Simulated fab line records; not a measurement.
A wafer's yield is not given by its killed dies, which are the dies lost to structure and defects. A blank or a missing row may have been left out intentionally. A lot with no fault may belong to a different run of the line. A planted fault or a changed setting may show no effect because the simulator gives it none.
What tool caused it? / flow gf180mcu / 13 lots, 39 wafers sampled, at 5 steps of a route of 602

WHAT EACH GAUGE READ, for each wafer
GF_HV_LDD_CD_MEAS_31 targets a cd of 400 nm. Usual: cd nm at 395.2 nm, with a standard deviation of 2.
lot=L865; measured=day 11 09:37; on=cd sem-01; cd nm (nm)=394.2 397.0 395.1; flag=
lot=L866; measured=day 11 15:56; on=cd sem-01; cd nm (nm)=396.8 397.4 395.2; flag=
lot=L868; measured=day 12 11:36; on=cd sem-02; cd nm (nm)=397.4 397.8 396.1; flag=
lot=L869; measured=day 12 17:58; on=cd sem-01; cd nm (nm)=393.2 395.7 395.3; flag=
lot=L870; measured=day 13 01:37; on=cd sem-01; cd nm (nm)=393.8 395.3 394.3; flag=
lot=L871; measured=day 13 09:43; on=cd sem-02; cd nm (nm)=393.8 393.8 395.3; flag=
lot=L872; measured=day 13 19:44; on=cd sem-02; cd nm (nm)=399.5 399.4 398.4; flag=
lot=L873; measured=day 14 04:07; on=cd sem-01; cd nm (nm)=393.4 392.9 391.5; flag=
lot=L875; measured=day 15 06:44; on=cd sem-02; cd nm (nm)=395.5 395.7 395.1; flag=
lot=L877; measured=day 15 13:01; on=cd sem-02; cd nm (nm)=394.7 393.9 394.4; flag=
lot=L878; measured=day 15 18:37; on=cd sem-02; cd nm (nm)=394.5 395.0 395.0; flag=
lot=L887; measured=day 18 21:13; on=cd sem-02; cd nm (nm)=397.3 397.1 396.1; flag=
lot=L888; measured=day 19 00:47; on=cd sem-01; cd nm (nm)=394.6 395.2 395.8; flag=

GF_HV_LDD_CD_MEAS_46 targets a cd of 400 nm. Usual: cd nm at 399.6 nm, with a standard deviation of 2.6.
lot=L865; measured=day 12 05:57; on=cd sem-01; cd nm (nm)=399.1 397.1 397.2; flag=
lot=L866; measured=day 12 11:52; on=cd sem-01; cd nm (nm)=400.5 401.6 403.2; flag=
lot=L868; measured=day 13 08:21; on=cd sem-02; cd nm (nm)=397.4 394.9 393.5; flag=
lot=L869; measured=day 13 13:59; on=cd sem-02; cd nm (nm)=402.2 401.5 401.2; flag=
lot=L870; measured=day 13 22:29; on=cd sem-02; cd nm (nm)=394.0 395.3 393.0; flag=
lot=L871; measured=day 14 07:37; on=cd sem-01; cd nm (nm)=401.0 399.8 397.8; flag=
lot=L872; measured=day 14 16:51; on=cd sem-02; cd nm (nm)=397.7 399.6 398.8; flag=
lot=L873; measured=day 15 02:29; on=cd sem-02; cd nm (nm)=403.1 403.8 403.5; flag=
lot=L875; measured=day 16 04:58; on=cd sem-02; cd nm (nm)=400.2 399.4 398.3; flag=
lot=L877; measured=day 16 11:31; on=cd sem-01; cd nm (nm)=399.2 397.8 402.8; flag=
lot=L878; measured=day 16 17:35; on=cd sem-02; cd nm (nm)=400.9 398.6 399.3; flag=
lot=L887; measured=day 19 22:19; on=cd sem-02; cd nm (nm)=401.6 400.8 400.9; flag=
lot=L888; measured=day 20 01:35; on=cd sem-01; cd nm (nm)=402.8 403.3 402.0; flag=

GF_HV_LDD_TW_MEAS_50. Usual: HV_LDD_4_TW typically reads 575, with standard deviation 3.1.
lot=L865; measured=day 12 06:22; on=film metro-02; HV_LDD_4_TW=572 572 572; flag=
lot=L866; measured=day 12 12:14; on=film metro-03; HV_LDD_4_TW=579 580 579; flag=
lot=L868; measured=day 13 08:45; on=film metro-03; HV_LDD_4_TW=573 580 577; flag=
lot=L869; measured=day 13 14:23; on=film metro-03; HV_LDD_4_TW=577 580 578; flag=
lot=L870; measured=day 13 22:53; on=film metro-03; HV_LDD_4_TW=581 581 577; flag=
lot=L871; measured=day 14 08:01; on=film metro-02; HV_LDD_4_TW=573 569 572; flag=
lot=L872; measured=day 14 17:14; on=film metro-02; HV_LDD_4_TW=567 571 570; flag=
lot=L873; measured=day 15 02:54; on=film metro-02; HV_LDD_4_TW=576 573 573; flag=
lot=L875; measured=day 16 05:22; on=film metro-04; HV_LDD_4_TW=571 573 578; flag=
lot=L877; measured=day 16 11:55; on=film metro-04; HV_LDD_4_TW=570 571 573; flag=
lot=L878; measured=day 16 18:00; on=film metro-02; HV_LDD_4_TW=576 579 574; flag=
lot=L887; measured=day 19 22:43; on=film metro-04; HV_LDD_4_TW=973 976 968 977 973 972; flag=OFF
lot=L888; measured=day 20 02:00; on=film metro-03; HV_LDD_4_TW=977 971 975 977 978 974; flag=OFF

WHICH TOOL RAN EACH LOT (tool, then ch and the chambers of the sampled wafers, then the start)
lot=L865; GF_POLY_GATE_ETCH_13=rie si-02 ch 2,3, day 9 02:35; GF_HV_LDD_IMPLANT_48=implanter-02 ch 0, day 12 06:07
lot=L866; GF_POLY_GATE_ETCH_13=rie si-01 ch 0,1,2, day 9 09:19; GF_HV_LDD_IMPLANT_48=implanter-01 ch 0, day 12 12:02
lot=L868; GF_POLY_GATE_ETCH_13=rie si-02 ch 0,2, day 10 01:18; GF_HV_LDD_IMPLANT_48=implanter-01 ch 0, day 13 08:30
lot=L869; GF_POLY_GATE_ETCH_13=rie si-02 ch 1,2,3, day 10 07:20; GF_HV_LDD_IMPLANT_48=implanter-04 ch 0, day 13 14:09
lot=L870; GF_POLY_GATE_ETCH_13=rie si-02 ch 0,1, day 10 14:37; GF_HV_LDD_IMPLANT_48=implanter-01 ch 0, day 13 22:39
lot=L871; GF_POLY_GATE_ETCH_13=rie si-01 ch 0,1, day 10 21:14; GF_HV_LDD_IMPLANT_48=implanter-04 ch 0, day 14 07:47
lot=L872; GF_POLY_GATE_ETCH_13=rie si-01 ch 0,2,3, day 11 06:30; GF_HV_LDD_IMPLANT_48=implanter-01 ch 0, day 14 17:01
lot=L873; GF_POLY_GATE_ETCH_13=rie si-02 ch 0,2,3, day 11 14:38; GF_HV_LDD_IMPLANT_48=implanter-01 ch 0, day 15 02:39
lot=L875; GF_POLY_GATE_ETCH_13=rie si-02 ch 0,2,3, day 12 14:52; GF_HV_LDD_IMPLANT_48=implanter-04 ch 0, day 16 05:08
lot=L877; GF_POLY_GATE_ETCH_13=rie si-02 ch 0,1,3, day 12 20:38; GF_HV_LDD_IMPLANT_48=implanter-02 ch 0, day 16 11:41
lot=L878; GF_POLY_GATE_ETCH_13=rie si-02 ch 1,2,3, day 13 01:52; GF_HV_LDD_IMPLANT_48=implanter-04 ch 0, day 16 17:45
lot=L887; GF_POLY_GATE_ETCH_13=rie si-02 ch 0,1,3, day 15 20:31; GF_HV_LDD_IMPLANT_48=implanter-01 ch 0, day 19 22:29
lot=L888; GF_POLY_GATE_ETCH_13=rie si-01 ch 0,1, day 16 01:04; GF_HV_LDD_IMPLANT_48=implanter-01 ch 0, day 20 01:45
- GF_POLY_GATE_ETCH_13: etches poly-Si in HBr/Cl2, stops on SiO2, target depth 198.5 nm, time 69.6 s.
- GF_HV_LDD_IMPLANT_48

WHAT THE TOOLS THEMSELVES READ (means of the sampled wafers that have a number; where no wafer has one, the mark that the record gives instead)
GF_POLY_GATE_ETCH_13. Usual: bias w 100.06 W, standard deviation 0.29; drypump motor current A 5.7 A, standard deviation 0.4; oes product au 1.001 a.u., standard deviation 0.017; throttle valve pct 33.684 %, standard deviation 0.0088.
lot=L865; tool=rie si-02; bias w (W)=100.17; drypump motor current A (A)=5.6; oes product au (a.u.)=1.013; throttle valve pct (%)=33.683; flag=
lot=L866; tool=rie si-01; bias w (W)=100.03; drypump motor current A (A)=5.7; oes product au (a.u.)=0.995; throttle valve pct (%)=33.685; flag=
lot=L868; tool=rie si-02; bias w (W)=99.79; drypump motor current A (A)=5.8; oes product au (a.u.)=0.993; throttle valve pct (%)=33.698; flag=
lot=L869; tool=rie si-02; bias w (W)=100.05; drypump motor current A (A)=5.8; oes product au (a.u.)=1.012; throttle valve pct (%)=33.681; flag=
lot=L870; tool=rie si-02; bias w (W)=100.39; drypump motor current A (A)=5.9; oes product au (a.u.)=0.993; throttle valve pct (%)=33.684; flag=
lot=L871; tool=rie si-01; bias w (W)=99.99; drypump motor current A (A)=5.9; oes product au (a.u.)=0.996; throttle valve pct (%)=33.685; flag=
lot=L872; tool=rie si-01; bias w (W)=99.86; drypump motor current A (A)=5.2; oes product au (a.u.)=1.001; throttle valve pct (%)=33.678; flag=
lot=L873; tool=rie si-02; bias w (W)=99.97; drypump motor current A (A)=5.6; oes product au (a.u.)=0.992; throttle valve pct (%)=33.686; flag=
lot=L875; tool=rie si-02; bias w (W)=100.35; drypump motor current A (A)=5.6; oes product au (a.u.)=0.999; throttle valve pct (%)=33.679; flag=
lot=L877; tool=rie si-02; bias w (W)=100.01; drypump motor current A (A)=5.8; oes product au (a.u.)=1.004; throttle valve pct (%)=33.688; flag=
lot=L878; tool=rie si-02; bias w (W)=99.94; drypump motor current A (A)=5.8; oes product au (a.u.)=1.020; throttle valve pct (%)=33.675; flag=
lot=L887; tool=rie si-02; bias w (W)=100.17; drypump motor current A (A)=5.8; oes product au (a.u.)=0.997; throttle valve pct (%)=33.685; flag=
lot=L888; tool=rie si-01; bias w (W)=99.83; drypump motor current A (A)=5.5; oes product au (a.u.)=0.998; throttle valve pct (%)=33.686; flag=

GF_HV_LDD_IMPLANT_48. Usual: beam on s 10.00 s, standard deviation 0.2; dose ions cm2 3e+13, standard deviation 3.5e+10; faraday current uA 169, standard deviation 3.4.
lot=L865; tool=implanter-02; beam on s (s)=10.01; dose ions cm2=3e+13; faraday current uA=169; flag=
lot=L866; tool=implanter-01; beam on s (s)=9.89; dose ions cm2=3e+13; faraday current uA=171; flag=
lot=L868; tool=implanter-01; beam on s (s)=10.13; dose ions cm2=3e+13; faraday current uA=167; flag=
lot=L869; tool=implanter-04; beam on s (s)=10.06; dose ions cm2=3e+13; faraday current uA=168; flag=
lot=L870; tool=implanter-01; beam on s (s)=9.90; dose ions cm2=3e+13; faraday current uA=171; flag=
lot=L871; tool=implanter-04; beam on s (s)=9.97; dose ions cm2=3e+13; faraday current uA=170; flag=
lot=L872; tool=implanter-01; beam on s (s)=10.00; dose ions cm2=3e+13; faraday current uA=169; flag=
lot=L873; tool=implanter-01; beam on s (s)=9.99; dose ions cm2=3e+13; faraday current uA=169; flag=
lot=L875; tool=implanter-04; beam on s (s)=10.22; dose ions cm2=3e+13; faraday current uA=165; flag=
lot=L877; tool=implanter-02; beam on s (s)=9.91; dose ions cm2=3e+13; faraday current uA=171; flag=
lot=L878; tool=implanter-04; beam on s (s)=10.00; dose ions cm2=3e+13; faraday current uA=169; flag=
lot=L887; tool=implanter-01; beam on s (s)=12.31; dose ions cm2=2e+14; faraday current uA=735; flag=OFF
lot=L888; tool=implanter-01; beam on s (s)=11.87; dose ions cm2=2e+14; faraday current uA=760; flag=OFF

THE ANSWER, worked out from the rows above alone
Rule: a lot counts as off when the mean over its wafers that have a number is more than 3 standard deviations away from the usual mean. A lot without any number at a reading at which 4 lots or more have one is off too. Where the step has rows for the other lots, those lots are counted as sound. The gauges are gone through in route order, then the tools' own readings, and for those a lot's mean is taken as printed above. At the first step where some lot is off, the reading lying furthest off is the one used; lots without a number count as furthest.
Off: L887, L888, at GF_HV_LDD_TW_MEAS_50 (HV_LDD_4_TW).
If a tool, at a process step before that reading, ran all the lots that are off and no sound lot after the first of them, it fits. Not tried: the gauges at GF_HV_LDD_TW_MEAS_50; whatever is off there is also off at GF_HV_LDD_IMPLANT_48, on other tools, and gauge error can't account for it. One fits: implanter-01 at GF_HV_LDD_IMPLANT_48. Its last sound lot is L873 (day 15 02:39), its first lot that is off L887 (day 19 22:29): a fault that began between those two fits.
The tool's own readings at GF_HV_LDD_IMPLANT_48 bear it out: on the lots that are off they differ by more than 5 times the standard deviation of the sound lots' means. beam on s reads 12.09 s there against 10.01 s on the sound lots; dose ions cm2 reads 2e+14 there against 3e+13 on the sound lots; faraday current uA reads 748 there against 169 on the sound lots.

WHAT THE SIMULATOR HAD INSERTED
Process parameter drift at GF_HV_LDD_IMPLANT_48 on implanter-01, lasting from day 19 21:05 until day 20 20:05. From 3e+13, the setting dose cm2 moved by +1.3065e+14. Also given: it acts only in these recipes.
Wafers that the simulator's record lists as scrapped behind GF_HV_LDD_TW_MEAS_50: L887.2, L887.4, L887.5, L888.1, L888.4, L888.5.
Lots struck among those shown: L887, L888. The same result came from the rule above.
